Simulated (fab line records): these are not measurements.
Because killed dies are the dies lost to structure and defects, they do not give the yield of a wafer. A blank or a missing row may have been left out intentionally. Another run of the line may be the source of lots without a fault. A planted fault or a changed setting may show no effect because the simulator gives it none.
What tool caused it? || flow sky130 || 24 lots, 72 wafers sampled, at 5 steps of a route of 708

WHAT EACH GAUGE READ, for each wafer
SKY_POLY_GATE_CD_MEAS_13: target cd 150 nm.
{"lot": "L074", "measured": "day 17 13:39", "on": "cdSem-01", "cdNm (nm)": "148.7 150.8 150.3"}
{"lot": "L075", "measured": "day 17 18:50", "on": "cdSem-02", "cdNm (nm)": "147.9 147.5 147.9"}
{"lot": "L077", "measured": "day 18 03:17", "on": "cdSem-02", "cdNm (nm)": "151.0 149.7 149.5"}
{"lot": "L076", "measured": "day 18 08:49", "on": "cdSem-01", "cdNm (nm)": "147.7 149.1 148.5"}
{"lot": "L078", "measured": "day 18 18:23", "on": "cdSem-01", "cdNm (nm)": "150.5 149.3 153.3"}
{"lot": "L079", "measured": "day 19 05:26", "on": "cdSem-01", "cdNm (nm)": "148.8 150.0 150.5"}
{"lot": "L080", "measured": "day 19 11:55", "on": "cdSem-01", "cdNm (nm)": "150.3 151.3 150.3"}
{"lot": "L081", "measured": "day 19 17:17", "on": "cdSem-01", "cdNm (nm)": "151.1 151.8 150.8"}
{"lot": "L082", "measured": "day 20 01:35", "on": "cdSem-01", "cdNm (nm)": "150.3 148.0 148.9"}
{"lot": "L083", "measured": "day 20 17:07", "on": "cdSem-01", "cdNm (nm)": "149.9 149.0 150.5"}
{"lot": "L084", "measured": "day 21 03:42", "on": "cdSem-02", "cdNm (nm)": "148.0 149.7 149.1"}
{"lot": "L085", "measured": "day 21 14:48", "on": "cdSem-02", "cdNm (nm)": "150.0 149.9 149.6"}
{"lot": "L086", "measured": "day 22 03:26", "on": "cdSem-02", "cdNm (nm)": "151.5 150.7 150.8"}
{"lot": "L087", "measured": "day 22 09:04", "on": "cdSem-01", "cdNm (nm)": "150.2 149.6 149.9"}
{"lot": "L088", "measured": "day 22 17:34", "on": "cdSem-01", "cdNm (nm)": "151.1 151.5 150.4"}
{"lot": "L089", "measured": "day 22 22:47", "on": "cdSem-02", "cdNm (nm)": "150.0 148.7 150.8"}
{"lot": "L090", "measured": "day 23 05:21", "on": "cdSem-01", "cdNm (nm)": "150.3 150.6 151.6"}
{"lot": "L091", "measured": "day 23 09:23", "on": "cdSem-02", "cdNm (nm)": "148.6 147.3 148.6"}
{"lot": "L092", "measured": "day 23 20:08", "on": "cdSem-01", "cdNm (nm)": "148.6 150.0 149.2"}
{"lot": "L093", "measured": "day 24 03:23", "on": "cdSem-02", "cdNm (nm)": "149.6 150.3 149.4"}
{"lot": "L094", "measured": "day 24 05:57", "on": "cdSem-02", "cdNm (nm)": "149.8 149.9 151.1"}
{"lot": "L096", "measured": "day 24 19:20", "on": "cdSem-01", "cdNm (nm)": "150.5 150.1 149.9"}
{"lot": "L095", "measured": "day 24 22:19", "on": "cdSem-02", "cdNm (nm)": "147.2 148.6 147.1"}
{"lot": "L097", "measured": "day 25 05:44", "on": "cdSem-02", "cdNm (nm)": "149.2 148.3 147.5"}

SKY_SD_P_TW_MEAS_11.
{"lot": "L074", "measured": "day 26 21:31", "on": "filmMetro-02", "SD_P_TW": "2871 2854 2870"}
{"lot": "L075", "measured": "day 27 01:13", "on": "filmMetro-03", "SD_P_TW": "2790 2773 2779"}
{"lot": "L077", "measured": "day 27 12:41", "on": "filmMetro-02", "SD_P_TW": "2865 2857 2855"}
{"lot": "L076", "measured": "day 27 16:14", "on": "filmMetro-01", "SD_P_TW": "2806 2806 2808"}
{"lot": "L078", "measured": "day 27 23:38", "on": "filmMetro-01", "SD_P_TW": "2818 2801 2820"}
{"lot": "L079", "measured": "day 28 11:04", "on": "filmMetro-03", "SD_P_TW": "2781 2794 2777"}
{"lot": "L080", "measured": "day 28 18:46", "on": "filmMetro-03", "SD_P_TW": "2768 2795 2769"}
{"lot": "L081", "measured": "day 28 23:41", "on": "filmMetro-01", "SD_P_TW": "2822 2813 2811"}
{"lot": "L082", "measured": "day 29 04:50", "on": "filmMetro-03", "SD_P_TW": "2774 2762 2769"}
{"lot": "L083", "measured": "day 29 17:41", "on": "filmMetro-01", "SD_P_TW": "2816 2810 2817"}
{"lot": "L084", "measured": "day 30 04:04", "on": "filmMetro-01", "SD_P_TW": "2799 2781 2775"}
{"lot": "L085", "measured": "day 30 12:11", "on": "filmMetro-02", "SD_P_TW": "2849 2851 2844"}
{"lot": "L086", "measured": "day 31 01:55", "on": "filmMetro-03", "SD_P_TW": "2795 2793 2789"}
{"lot": "L087", "measured": "day 31 05:05", "on": "filmMetro-03", "SD_P_TW": "2795 2815 2790"}
{"lot": "L088", "measured": "day 31 15:11", "on": "filmMetro-03", "SD_P_TW": "2809 2808 2809"}
{"lot": "L089", "measured": "day 31 18:13", "on": "filmMetro-02", "SD_P_TW": "2883 2877 2874"}
{"lot": "L090", "measured": "day 31 22:15", "on": "filmMetro-02", "SD_P_TW": "2856 2864 2847"}
{"lot": "L091", "measured": "day 32 04:34", "on": "filmMetro-02", "SD_P_TW": "2844 2846 2842"}
{"lot": "L092", "measured": "day 32 16:02", "on": "filmMetro-03", "SD_P_TW": "2783 2796 2767"}
{"lot": "L093", "measured": "day 32 21:13", "on": "filmMetro-02", "SD_P_TW": "2842 2866 2865"}
{"lot": "L094", "measured": "day 32 23:28", "on": "filmMetro-02", "SD_P_TW": "2840 2852 2848"}
{"lot": "L096", "measured": "day 33 11:23", "on": "filmMetro-01", "SD_P_TW": "2802 2799 2817"}
{"lot": "L095", "measured": "day 33 16:29", "on": "filmMetro-03", "SD_P_TW": "2763 2774 2765"}
{"lot": "L097", "measured": "day 33 21:07", "on": "filmMetro-02", "SD_P_TW": "2853 2845 2844"}

SKY_LOCAL_INTERCONNECT_CD_MEAS_11: target cd 170 nm.
{"lot": "L074", "measured": "day 31 20:03", "on": "cdSem-02", "cdNm (nm)": "167.8 168.3 169.3"}
{"lot": "L075", "measured": "day 31 21:36", "on": "cdSem-01", "cdNm (nm)": "169.3 169.7 168.4"}
{"lot": "L077", "measured": "day 32 09:58", "on": "cdSem-02", "cdNm (nm)": "170.6 172.5 170.5"}
{"lot": "L076", "measured": "day 32 15:20", "on": "cdSem-02", "cdNm (nm)": "169.4 168.2 168.8"}
{"lot": "L078", "measured": "day 32 18:58", "on": "cdSem-02", "cdNm (nm)": "171.1 170.4 169.9"}
{"lot": "L079", "measured": "day 33 05:28", "on": "cdSem-02", "cdNm (nm)": "171.5 170.9 171.4"}
{"lot": "L080", "measured": "day 33 15:49", "on": "cdSem-02", "cdNm (nm)": "171.0 170.6 171.7"}
{"lot": "L081", "measured": "day 33 20:49", "on": "cdSem-02", "cdNm (nm)": "169.4 169.8 168.9"}
{"lot": "L082", "measured": "day 34 01:19", "on": "cdSem-02", "cdNm (nm)": "171.9 171.1 171.3"}
{"lot": "L083", "measured": "day 34 11:56", "on": "cdSem-02", "cdNm (nm)": "169.5 169.3 170.4"}
{"lot": "L084", "measured": "day 34 21:05", "on": "cdSem-02", "cdNm (nm)": "172.8 172.0 174.3"}
{"lot": "L085", "measured": "day 35 05:45", "on": "cdSem-02", "cdNm (nm)": "169.3 170.6 170.5"}
{"lot": "L086", "measured": "day 35 18:14", "on": "cdSem-02", "cdNm (nm)": "170.7 169.5 168.9"}
{"lot": "L087", "measured": "day 36 00:25", "on": "cdSem-01", "cdNm (nm)": "167.7 167.7 168.6"}
{"lot": "L088", "measured": "day 36 07:28", "on": "cdSem-01", "cdNm (nm)": "168.9 170.5 170.6"}
{"lot": "L089", "measured": "day 36 10:29", "on": "cdSem-02", "cdNm (nm)": "170.5 169.4 169.0"}
{"lot": "L090", "measured": "day 36 14:04", "on": "cdSem-01", "cdNm (nm)": "171.9 171.6 170.8"}
{"lot": "L091", "measured": "day 36 19:59", "on": "cdSem-02", "cdNm (nm)": "170.6 169.9 171.1"}
{"lot": "L092", "measured": "day 37 06:34", "on": "cdSem-02", "cdNm (nm)": "170.6 169.7 169.3"}
{"lot": "L093", "measured": "day 37 11:04", "on": "cdSem-01", "cdNm (nm)": "170.7 170.2 171.4"}
{"lot": "L094", "measured": "day 37 14:20", "on": "cdSem-01", "cdNm (nm)": "171.9 172.6 170.0"}
{"lot": "L096", "measured": "day 38 01:58", "on": "cdSem-01", "cdNm (nm)": "173.3 172.5 173.1"}
{"lot": "L095", "measured": "day 38 06:40", "on": "cdSem-02", "cdNm (nm)": "169.3 172.4 170.4"}
{"lot": "L097", "measured": "day 38 10:32", "on": "cdSem-01", "cdNm (nm)": "167.5 168.7 170.0"}

SKY_VIA1_THK_MEAS_23: measures by xrf.
{"lot": "L074", "measured": "day 35 11:52", "on": "filmMetro-02", "VIA1_W_THK (nm)": "278 283 279"}
{"lot": "L075", "measured": "day 35 13:30", "on": "filmMetro-01", "VIA1_W_THK (nm)": "271 278 275"}
{"lot": "L077", "measured": "day 36 01:53", "on": "filmMetro-01", "VIA1_W_THK (nm)": "273 272 274"}
{"lot": "L076", "measured": "day 36 06:53", "on": "filmMetro-02", "VIA1_W_THK (nm)": "280 274 279"}
{"lot": "L078", "measured": "day 36 10:47", "on": "filmMetro-01", "VIA1_W_THK (nm)": "274 274 273"}
{"lot": "L079", "measured": "day 36 20:10", "on": "filmMetro-01", "VIA1_W_THK (nm)": "273 274 278"}
{"lot": "L080", "measured": "day 37 06:26", "on": "filmMetro-01", "VIA1_W_THK (nm)": "272 274 275"}
{"lot": "L081", "measured": "day 37 11:34", "on": "filmMetro-02", "VIA1_W_THK (nm)": "276 279 272"}
{"lot": "L082", "measured": "day 37 16:22", "on": "filmMetro-02", "VIA1_W_THK (nm)": "276 272 279"}
{"lot": "L083", "measured": "day 38 03:29", "on": "filmMetro-02", "VIA1_W_THK (nm)": "279 274 279"}
{"lot": "L084", "measured": "day 38 10:08", "on": "filmMetro-03", "VIA1_W_THK (nm)": "281 277 283"}
{"lot": "L085", "measured": "day 38 18:10", "on": "filmMetro-02", "VIA1_W_THK (nm)": "272 278 276"}
{"lot": "L086", "measured": "day 39 07:39", "on": "filmMetro-02", "VIA1_W_THK (nm)": "280 279 278"}
{"lot": "L087", "measured": "day 39 13:16", "on": "filmMetro-03", "VIA1_W_THK (nm)": "277 280 285"}
{"lot": "L088", "measured": "day 39 21:04", "on": "filmMetro-02", "VIA1_W_THK (nm)": "273 270 274"}
{"lot": "L089", "measured": "day 40 00:47", "on": "filmMetro-02", "VIA1_W_THK (nm)": "279 277 275"}
{"lot": "L090", "measured": "day 40 01:57", "on": "filmMetro-01", "VIA1_W_THK (nm)": "271 278 272"}
{"lot": "L091", "measured": "day 40 07:15", "on": "filmMetro-02", "VIA1_W_THK (nm)": "273 273 278"}
{"lot": "L092", "measured": "day 40 17:38", "on": "filmMetro-01", "VIA1_W_THK (nm)": "274 273 270"}
{"lot": "L093", "measured": "day 40 22:26", "on": "filmMetro-01", "VIA1_W_THK (nm)": "276 274 272"}
{"lot": "L094", "measured": "day 41 00:52", "on": "filmMetro-03", "VIA1_W_THK (nm)": "276 282 277"}
{"lot": "L096", "measured": "day 41 10:04", "on": "filmMetro-01", "VIA1_W_THK (nm)": "276 274 277"}
{"lot": "L095", "measured": "day 41 15:48", "on": "filmMetro-02", "VIA1_W_THK (nm)": "278 273 275"}
{"lot": "L097", "measured": "day 41 20:08", "on": "filmMetro-02", "VIA1_W_THK (nm)": "275 276 277"}

TOOL THAT RAN EACH LOT (tool first, then ch and the chambers of the sampled wafers, then the start)
{"lot": "L074", "SKY_VIA1_CMP_02": "cmp-02 ch 0,2,3, day 34 07:31"}
{"lot": "L075", "SKY_VIA1_CMP_02": "cmp-02 ch 0,1,2, day 34 09:23"}
{"lot": "L077", "SKY_VIA1_CMP_02": "cmp-01 ch 0,1,2, day 34 21:50"}
{"lot": "L076", "SKY_VIA1_CMP_02": "cmp-02 ch 0,3, day 35 02:25"}
{"lot": "L078", "SKY_VIA1_CMP_02": "cmp-02 ch 0,1,3, day 35 06:50"}
{"lot": "L079", "SKY_VIA1_CMP_02": "cmp-02 ch 0,2,3, day 35 15:52"}
{"lot": "L080", "SKY_VIA1_CMP_02": "cmp-01 ch 1,3, day 36 02:18"}
{"lot": "L081", "SKY_VIA1_CMP_02": "cmp-02 ch 0,2, day 36 07:30"}
{"lot": "L082", "SKY_VIA1_CMP_02": "cmp-02 ch 1,2,3, day 36 12:10"}
{"lot": "L083", "SKY_VIA1_CMP_02": "cmp-01 ch 1,2, day 36 22:46"}
{"lot": "L084", "SKY_VIA1_CMP_02": "cmp-02 ch 1,2,3, day 37 06:32"}
{"lot": "L085", "SKY_VIA1_CMP_02": "cmp-01 ch 0,3, day 37 14:08"}
{"lot": "L086", "SKY_VIA1_CMP_02": "cmp-01 ch 2,3, day 38 03:41"}
{"lot": "L087", "SKY_VIA1_CMP_02": "cmp-01 ch 2,3, day 38 09:15"}
{"lot": "L088", "SKY_VIA1_CMP_02": "cmp-01 ch 1,2,3, day 38 17:34"}
{"lot": "L089", "SKY_VIA1_CMP_02": "cmp-01 ch 0,1, day 38 21:22"}
{"lot": "L090", "SKY_VIA1_CMP_02": "cmp-01 ch 0,2,3, day 38 22:23"}
{"lot": "L091", "SKY_VIA1_CMP_02": "cmp-01 ch 0,1,2, day 39 04:26"}
{"lot": "L092", "SKY_VIA1_CMP_02": "cmp-02 ch 1,3, day 39 15:17"}
{"lot": "L093", "SKY_VIA1_CMP_02": "cmp-01 ch 0,1,3, day 39 20:07"}
{"lot": "L094", "SKY_VIA1_CMP_02": "cmp-01 ch 1,2, day 39 23:04"}
{"lot": "L096", "SKY_VIA1_CMP_02": "cmp-01 ch 0,3, day 40 08:17"}
{"lot": "L095", "SKY_VIA1_CMP_02": "cmp-01 ch 0,2,3, day 40 13:05"}
{"lot": "L097", "SKY_VIA1_CMP_02": "cmp-02 ch 0,2,3, day 40 18:02"}
- SKY_VIA1_CMP_02: polishes SiO2.

AS READ BY THE TOOLS THEMSELVES (means over the sampled wafers that have a number; for cases with no such wafer, the mark the record gives instead)
SKY_VIA1_CMP_02.
{"lot": "L074", "tool": "cmp-02", "motorCurrentA (A)": 10.8, "retainingRingPressureFrac": 0.999}
{"lot": "L075", "tool": "cmp-02", "motorCurrentA (A)": 10.9, "retainingRingPressureFrac": 0.999}
{"lot": "L077", "tool": "cmp-01", "motorCurrentA (A)": 11.4, "retainingRingPressureFrac": 1.003}
{"lot": "L076", "tool": "cmp-02", "motorCurrentA (A)": 11.2, "retainingRingPressureFrac": 1.000}
{"lot": "L078", "tool": "cmp-02", "motorCurrentA (A)": 11.3, "retainingRingPressureFrac": 1.004}
{"lot": "L079", "tool": "cmp-02", "motorCurrentA (A)": 11.2, "retainingRingPressureFrac": 0.996}
{"lot": "L080", "tool": "cmp-01", "motorCurrentA (A)": 12.8, "retainingRingPressureFrac": 0.997}
{"lot": "L081", "tool": "cmp-02", "motorCurrentA (A)": 10.6, "retainingRingPressureFrac": 0.998}
{"lot": "L082", "tool": "cmp-02", "motorCurrentA (A)": 11.3, "retainingRingPressureFrac": 0.997}
{"lot": "L083", "tool": "cmp-01", "motorCurrentA (A)": 11.5, "retainingRingPressureFrac": 0.997}
{"lot": "L084", "tool": "cmp-02", "motorCurrentA (A)": 11.3, "retainingRingPressureFrac": 0.998}
{"lot": "L085", "tool": "cmp-01", "motorCurrentA (A)": 12.8, "retainingRingPressureFrac": 1.000}
{"lot": "L086", "tool": "cmp-01", "motorCurrentA (A)": 11.8, "retainingRingPressureFrac": 0.996}
{"lot": "L087", "tool": "cmp-01", "motorCurrentA (A)": 11.7, "retainingRingPressureFrac": 0.997}
{"lot": "L088", "tool": "cmp-01", "motorCurrentA (A)": 11.8, "retainingRingPressureFrac": 0.996}
{"lot": "L089", "tool": "cmp-01", "motorCurrentA (A)": 11.6, "retainingRingPressureFrac": 0.999}
{"lot": "L090", "tool": "cmp-01", "motorCurrentA (A)": 11.8, "retainingRingPressureFrac": 1.002}
{"lot": "L091", "tool": "cmp-01", "motorCurrentA (A)": 11.2, "retainingRingPressureFrac": 1.002}
{"lot": "L092", "tool": "cmp-02", "motorCurrentA (A)": 11.2, "retainingRingPressureFrac": 1.001}
{"lot": "L093", "tool": "cmp-01", "motorCurrentA (A)": 12.2, "retainingRingPressureFrac": 1.003}
{"lot": "L094", "tool": "cmp-01", "motorCurrentA (A)": 11.3, "retainingRingPressureFrac": 0.999}
{"lot": "L096", "tool": "cmp-01", "motorCurrentA (A)": 12.4, "retainingRingPressureFrac": 0.997}
{"lot": "L095", "tool": "cmp-01", "motorCurrentA (A)": 11.7, "retainingRingPressureFrac": 0.998}
{"lot": "L097", "tool": "cmp-02", "motorCurrentA (A)": 11.1, "retainingRingPressureFrac": 0.996}

THE ANSWER, worked out from the rows above alone
Rule: usual is defined by the lots themselves. The widest of any qualifying gaps counts: lots, ordered by their means at a reading, are off when they make up no more than a third of the lots, leave a main group of 4 or more, and stand apart from it by 3 or more times the standard deviation of that group's means. A main group whose means are all the same, to the digits that the tables above print for the reading, isn't used. Also off: a lot with no number at a reading for which 4 or more lots have one. All remaining lots with rows at the step are treated as sound. The gauges are gone through in route order, then the tools' own readings, and for those a lot's mean is taken as printed above. At the first step where some lot is off, the reading lying furthest off is the one used; lots without a number count as furthest.
No lot is off at any reading shown: from this, nothing can be told.

WHAT HAD BEEN PUT IN BY THE SIMULATOR
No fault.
